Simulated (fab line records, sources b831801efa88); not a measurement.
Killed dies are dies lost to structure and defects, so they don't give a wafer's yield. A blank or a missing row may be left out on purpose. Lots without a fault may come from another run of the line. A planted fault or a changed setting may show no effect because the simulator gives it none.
One fault seen from 2 desks | flow gf180mcu | each desk has only its own numbers; what lay behind them comes last

THE METROLOGY DESK
What the gauges read, lot by lot, whatever tool the lot ran on: means of the sampled wafers that have a number. A lot is out of limits, marked OUT, if its mean lies more than 4 standard deviations from the usual mean; the brackets give that distance.
Columns: A = V1_OVL at GF_V1_OVL_MEAS_15, usual 1 nm
lot  | first seen here | A
L934 | day 18 08:31    | -2
L935 | day 19 00:35    | 8
L936 | day 19 00:47    | -4
L938 | day 19 14:55    | -1
L937 | day 19 19:07    | -5
L939 | day 20 02:41    | 0
L940 | day 20 13:05    | 1
L941 | day 20 23:17    | 3
L942 | day 21 00:14    | -4
L943 | day 21 13:37    | 4
L944 | day 21 23:12    | 5
L953 | day 25 00:55    | -0
L954 | day 25 04:02    | 5
L955 | day 25 10:39    | 4
This desk's finding: nothing out of limits on any of the 14 lots.

THE TOOL OWNER'S DESK: iline_stepper-01
The tool's own readings at GF_NSD_EXPOSE_04 (exposes mask Nplus, target cd 400 nm): means of the sampled wafers that have a number, for each lot that ran on this tool. A lot is out of limits, marked OUT, if its mean lies more than 4 standard deviations from the usual mean; the brackets give that distance.
Columns: A = exposure_dose_mJ_cm2 at GF_NSD_EXPOSE_04, usual 140.41
lot  | first seen here | A
L936 | day 13 16:50    | 140.39
L938 | day 14 05:56    | 140.66
L937 | day 14 09:22    | 140.61
L940 | day 15 00:01    | 140.28
L944 | day 16 07:17    | 140.27
L953 | day 19 12:18    | 138.08 (-14) OUT
L954 | day 19 15:36    | 137.85 (-15) OUT
This desk's finding: out of limits on L953, L954; first on L953, day 19 12:18 (exposure_dose_mJ_cm2 at GF_NSD_EXPOSE_04). In limits: L936, L938, L937, L940, L944.

PUT TOGETHER
The tool owner's desk could have raised an alarm at day 19 12:18, on L953, L954.
The metrology desk saw nothing out of limits.
The metrology desk has L953, L954 on record, within its limits.
Of the lots named, all ran GF_NSD_EXPOSE_04 on iline_stepper-01.

WHAT THE SIMULATOR HAD PUT IN
Process parameter drift: iline_stepper-01, from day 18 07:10 on, at GF_NSD_EXPOSE_04. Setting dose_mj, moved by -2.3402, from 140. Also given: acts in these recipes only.
Lots struck among those shown: L953, L954.
Hours from the fault's start to each desk's first reading out of limits: the tool owner's desk, 29.
